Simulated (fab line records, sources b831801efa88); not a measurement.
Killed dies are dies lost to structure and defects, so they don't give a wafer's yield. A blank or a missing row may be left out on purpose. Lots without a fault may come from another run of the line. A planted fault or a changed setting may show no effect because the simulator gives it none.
fab line records | flow gf180mcu
record lots=13 wafers=39 last_day=34
route steps=602 shown NSD@245 CONTACT@311 V1@351
lots that met no fault: from a run of the same line without faults
start_h: hours from the record's first day to the start of the lot's first wafer shown | wait_h: hours since the lot's step before | " the same as in the row above | L1.1+2: a row that stands for several wafers | - no value, or no start given | * or withheld: withheld | < > ~ a bound
route shown NAME@n: a module of which the file shows steps, and the number in the route of the first | usual: mean/standard deviation of fault-free wafers | same: alike in all rows | chamber/n: place in a boat | sites: the reading at each site | _std_site: their standard deviation | _edge_site: outer sites' mean less inner sites' | radius_mm: how far each site lies from the wafer's centre | mask NAME#n: copy n | behind: the tool/chamber that last shaped the wafer | hold: why the lot was held/for how many hours/how that ended | device: the transistor (n, p or np) that didn't switch | end of line: the same wafers' tests at the end of the route | a step without rows: its recipe alone | killed: dies lost to structure and defects at the first sort, not the wafer's yield | map: a wafer's dies, x killed, . not, _ none there
set.NAME: the setting as run; set.NAME@STEP: as run at that earlier step | model.NAME: the simulator's own value behind a step, which no gauge read
steps of the route over a sample of lots; a table a step, a row a wafer
services: from which hour (start_h, from the record's first day; less than 0 if before it) a tool's chamber was out of use, for how many hours, and why
## steps
# step GF_NSD_IMPLANT_10
# recipe species=P energy_kev=40 dose_cm2=5e+14 tilt_deg=7
# usual beam_energy_keV=40.000/0.012
# columns lot.wafer tool chamber start_h wait_h beam_energy_keV
L811.1 implanter-04 0 299.56 0.1 40.004
L811.4 " 0 " " 39.984
L811.5 " 0 " " 40.005
L812.1 implanter-04 0 303.34 0.1 39.996
L812.2 " 0 " " 40.000
L812.3 " 0 " " 39.999
L813.1 implanter-01 0 319.79 0.1 39.999
L813.3 " 0 " " 39.986
L813.5 " 0 " " 39.979
L814.2 implanter-04 0 327.32 0.1 40.005
L814.3 " 0 " " 39.990
L814.5 " 0 " " 39.999
L815.1 implanter-02 0 330.94 0.1 40.020
L815.3 " 0 " " 40.001
L815.5 " 0 " " 40.007
L819.3 implanter-04 0 368.91 0.1 40.005
L819.4 " 0 " " 39.971
L819.5 " 0 " " 39.992
L821.1 implanter-02 0 383.19 0.1 39.988
L821.4 " 0 " " 40.008
L821.5 " 0 " " 39.993
L823.1 implanter-02 0 402.64 0.1 39.999
L823.3 " 0 " " 40.010
L823.6 " 0 " " 40.004
L828.2 implanter-04 0 440.42 0.1 39.982
L828.3 " 0 " " 39.999
L828.6 " 0 " " 39.979
L829.1 implanter-04 0 445.24 0.1 40.016
L829.3 " 0 " " 40.015
L829.6 " 0 " " 39.989
L830.1 implanter-04 0 458.59 0.1 40.006
L830.2 " 0 " " 39.999
L830.5 " 0 " " 39.994
L831.2 implanter-04 0 467.52 0.1 40.012
L831.3 " 0 " " 40.008
L831.4 " 0 " " 40.000
L834.2 implanter-01 0 487.72 0.1 39.980
L834.4 " 0 " " 39.996
L834.5 " 0 " " 40.004
# step GF_NSD_TW_MEAS_12
# usual NSD_TW=4290/24
# columns lot.wafer tool chamber start_h wait_h NSD_TW
L811.1 film_metro-01 - 299.81 0.1 4346
L811.4 " - " " 4307
L811.5 " - " " 4307
L812.1 film_metro-02 - 303.59 0.1 4244
L812.2 " - " " 4275
L812.3 " - " " 4247
L813.1 film_metro-02 - 320.04 0.1 4277
L813.3 " - " " 4288
L813.5 " - " " 4299
L814.2 film_metro-01 - 327.56 0.1 4299
L814.3 " - " " 4256
L814.5 " - " " 4294
L815.1 film_metro-01 - 331.19 0.1 4296
L815.3 " - " " 4295
L815.5 " - " " 4295
L819.3 film_metro-04 - 369.13 0.1 4306
L819.4 " - " " 4285
L819.5 " - " " 4289
L821.1 film_metro-01 - 383.44 0.1 4275
L821.4 " - " " 4282
L821.5 " - " " 4278
L823.1 film_metro-01 - 402.89 0.1 4280
L823.3 " - " " 4269
L823.6 " - " " 4263
L828.2 film_metro-04 - 440.65 0.1 4270
L828.3 " - " " 4265
L828.6 " - " " 4247
L829.1 film_metro-01 - 445.49 0.1 4265
L829.3 " - " " 4298
L829.6 " - " " 4287
L830.1 film_metro-04 - 458.84 0.1 4334
L830.2 " - " " 4318
L830.5 " - " " 4348
L831.2 film_metro-01 - 467.75 0.1 4307
L831.3 " - " " 4319
L831.4 " - " " 4307
L834.2 film_metro-02 - 487.95 0.1 4253
L834.4 " - " " 4229
L834.5 " - " " 4255
# step GF_PSD_RS_MEAS_14
# recipe thk_meas_gauge=four-point-probe
# usual NSD_RS=46.09/0.08
# columns lot.wafer tool chamber start_h wait_h NSD_RS[ohm/sq]
L811.1 film_metro-04 - 321.34 0.1 46.12
L811.4 " - " " 46.07
L811.5 " - " " 46.15
L812.1 film_metro-02 - 325.24 0.1 46.18
L812.2 " - " " 46.08
L812.3 " - " " 46.16
L813.1 film_metro-04 - 342.09 0.1 46.21
L813.3 " - " " 46.14
L813.5 " - " " 46.22
L814.2 film_metro-04 - 348.86 0.1 46.06
L814.3 " - " " 46.20
L814.5 " - " " 46.05
L815.1 film_metro-01 - 353.64 0.1 46.11
L815.3 " - " " 46.25
L815.5 " - " " 46.12
L819.3 film_metro-04 - 391.68 0.1 46.14
L819.4 " - " " 46.13
L819.5 " - " " 46.01
L821.1 film_metro-01 - 406.18 0.1 46.04
L821.4 " - " " 46.11
L821.5 " - " " 46.05
L823.1 film_metro-02 - 427.15 0.1 47.54
L823.3 " - " " 47.65
L823.6 " - " " 47.56
L828.2 film_metro-01 - 465.30 0.1 46.08
L828.3 " - " " 46.11
L828.6 " - " " 46.19
L829.1 film_metro-04 - 469.64 0.1 46.19
L829.3 " - " " 46.18
L829.6 " - " " 46.16
L830.1 film_metro-04 - 483.73 0.1 46.04
L830.2 " - " " 46.05
L830.5 " - " " 46.17
L831.2 film_metro-02 - 492.76 0.1 46.07
L831.3 " - " " 46.05
L831.4 " - " " 46.18
L834.2 film_metro-04 - 511.47 0.1 45.92
L834.4 " - " " 46.09
L834.5 " - " " 46.04
# step GF_CONTACT_CVD_24
# recipe material=W target_thk_nm=300 time_s=90.339 temp_c=400 pressure_torr=40
# usual heater_power_w=887/78
# columns lot.wafer tool chamber start_h wait_h heater_power_w
L811.1 cvd_w-01 0 366.25 0.0 871
L811.4 " 0 " " 859
L811.5 " 0 " " 902
L812.1 cvd_w-01 0 371.45 0.0 891
L812.2 " 1 " " 911
L812.3 " 0 " " 885
L813.1 cvd_w-02 1 389.20 0.0 743
L813.3 " 1 " " 765
L813.5 " 1 " " 769
L814.2 cvd_w-01 0 394.88 0.0 885
L814.3 " 1 " " 884
L814.5 " 0 " " 880
L815.1 cvd_w-01 0 401.28 0.0 848
L815.3 " 1 " " 921
L815.5 " 1 " " 893
L819.3 cvd_w-02 0 441.52 0.1 1025
L819.4 " 1 " " 762
L819.5 " 0 " " 1014
L821.1 cvd_w-02 1 457.82 0.0 776
L821.4 " 1 " " 775
L821.5 " 1 " " 779
L823.1 cvd_w-02 0 477.82 0.0 995
L823.3 " 0 " " 983
L823.6 " 0 " " 992
L828.2 cvd_w-02 0 515.82 0.0 981
L828.3 " 0 " " 1001
L828.6 " 1 " " 785
L829.1 cvd_w-02 0 520.10 0.0 964
L829.3 " 0 " " 1005
L829.6 " 1 " " 802
L830.1 cvd_w-01 0 532.70 0.0 879
L830.2 " 1 " " 888
L830.5 " 0 " " 914
L831.2 cvd_w-01 1 541.13 0.0 889
L831.3 " 0 " " 858
L831.4 " 1 " " 928
L834.2 cvd_w-02 0 559.24 0.2 1006
L834.4 " 1 " " 775
L834.5 " 0 " " 980
# step GF_V1_ETCH_16
# recipe chemistry=N2/H2 target_depth_a=withheld overetch_a=withheld time_s=withheld target=BARC ion_energy_ev=200 source_w=500 bias_w=100 pressure_mtorr=30 n2_flow_sccm=100 h2_flow_sccm=200
# usual drypump_motor_current_A=5.7/0.59 oes_product_au=0.854/0.0047 throttle_valve_pct=13.224/0.0094
# columns lot.wafer tool chamber start_h wait_h drypump_motor_current_A oes_product_au throttle_valve_pct
L811.1 rie_diel-02 0 414.49 0.0 5.7 0.853 13.242
L811.4 " 1 " " 6.0 0.854 13.221
L811.5 " 1 " " 6.0 0.856 13.218
L812.1 rie_diel-01 2 420.99 0.0 5.1 0.855 13.222
L812.2 " 0 " " 6.2 0.856 13.227
L812.3 " 1 " " 5.3 0.859 13.212
L813.1 rie_diel-02 1 439.19 0.0 6.0 0.851 13.232
L813.3 " 2 " " 5.3 0.855 13.237
L813.5 " 3 " " 6.3 0.856 13.220
L814.2 rie_diel-02 2 446.34 0.0 5.3 0.854 13.218
L814.3 " 3 " " 6.3 0.851 13.222
L814.5 " 0 " " 5.8 0.853 13.220
L815.1 rie_diel-04 3 452.44 0.0 4.8 0.854 13.236
L815.3 " 1 " " 6.5 0.848 13.236
L815.5 " 2 " " 4.8 0.846 13.210
L819.3 rie_diel-01 2 492.94 0.0 5.1 0.850 13.247
L819.4 " 3 " " 6.2 0.850 13.210
L819.5 " 2 " " 5.1 0.856 13.222
L821.1 rie_diel-01 1 508.29 0.0 5.3 0.853 13.209
L821.4 " 0 " " 6.2 0.853 13.226
L821.5 " 0 " " 6.3 0.853 13.231
L823.1 rie_diel-01 3 526.89 0.0 6.2 0.845 13.210
L823.3 " 2 " " 5.1 0.855 13.216
L823.6 " 3 " " 6.2 0.859 13.219
L828.2 rie_diel-02 0 563.44 0.0 5.8 0.854 13.217
L828.3 " 2 " " 5.3 0.860 13.220
L828.6 " 0 " " 5.8 0.857 13.221
L829.1 rie_diel-02 2 567.74 0.0 5.2 0.860 13.225
L829.3 " 3 " " 6.3 0.852 13.219
L829.6 " 1 " " 5.9 0.857 13.227
L830.1 rie_diel-02 3 579.29 0.0 6.3 0.856 13.231
L830.2 " 2 " " 5.3 0.854 13.216
L830.5 " 2 " " 5.3 0.854 13.234
L831.2 rie_diel-01 2 587.84 0.0 5.1 0.852 13.244
L831.3 " 1 " " 5.3 0.851 13.229
L831.4 " 3 " " 6.2 0.853 13.227
L834.2 rie_diel-04 1 604.44 0.0 6.5 0.852 13.221
L834.4 " 0 " " 6.1 0.858 13.222
L834.5 " 3 " " 4.8 0.853 13.232
## services
# columns tool chamber start_h hours kind
cvd_w-02 - 299.97 1.0 repair
cvd_w-02 - 324.76 0.5 repair
cvd_w-02 1 328.87 5.2 repair
rie_diel-02 - 336.21 0.5 repair
cvd_w-01 1 347.03 1.7 repair
implanter-04 - 352.35 2.3 repair
cvd_w-01 - 374.44 0.6 repair
cvd_w-02 - 374.89 2.6 repair
implanter-04 - 385.65 3.2 pm
cvd_w-02 - 390.00 14.0 pm
rie_diel-02 - 394.67 0.1 repair
implanter-04 - 441.74 3.3 repair
cvd_w-02 0 450.60 1.5 repair
cvd_w-02 - 474.13 1.1 repair
cvd_w-02 - 528.15 6.0 pm
cvd_w-02 1 538.79 11.7 repair
rie_diel-02 - 540.33 2.8 pm
cvd_w-01 - 554.20 6.9 pm
rie_diel-02 1 558.17 4.4 repair
rie_diel-02 3 562.15 5.2 repair
rie_diel-02 - 565.34 1.0 repair
rie_diel-02 1 569.03 4.9 repair
implanter-04 - 575.15 2.2 repair
cvd_w-02 1 591.63 4.5 repair
## key
first_sign step=GF_PSD_RS_MEAS_14 reading=NSD_RS direction=up sigmas=19 usual=46.09 struck=47.59
effect none on later readings
met_at GF_NSD_IMPLANT_10
struck_lots L823
tester_left_out L823
not_acting_at GF_NSD_TW_MEAS_12,GF_CONTACT_CVD_24,GF_V1_ETCH_16
onset_between 383.19 402.64
fault kind=process_parameter_drift tool=implanter-02 chamber=- onset_h=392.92 steps=GF_NSD_IMPLANT_10 channel=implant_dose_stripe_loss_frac offset=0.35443 shape=step end_h=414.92
# tester_left_out: of these lots the tester's yield and bins aren't shown, on N5 and GAA mostly nor the transistor test; their killed dies are dies lost to structure and defects alone, not to doping, threshold or leakage, so they don't give the yield
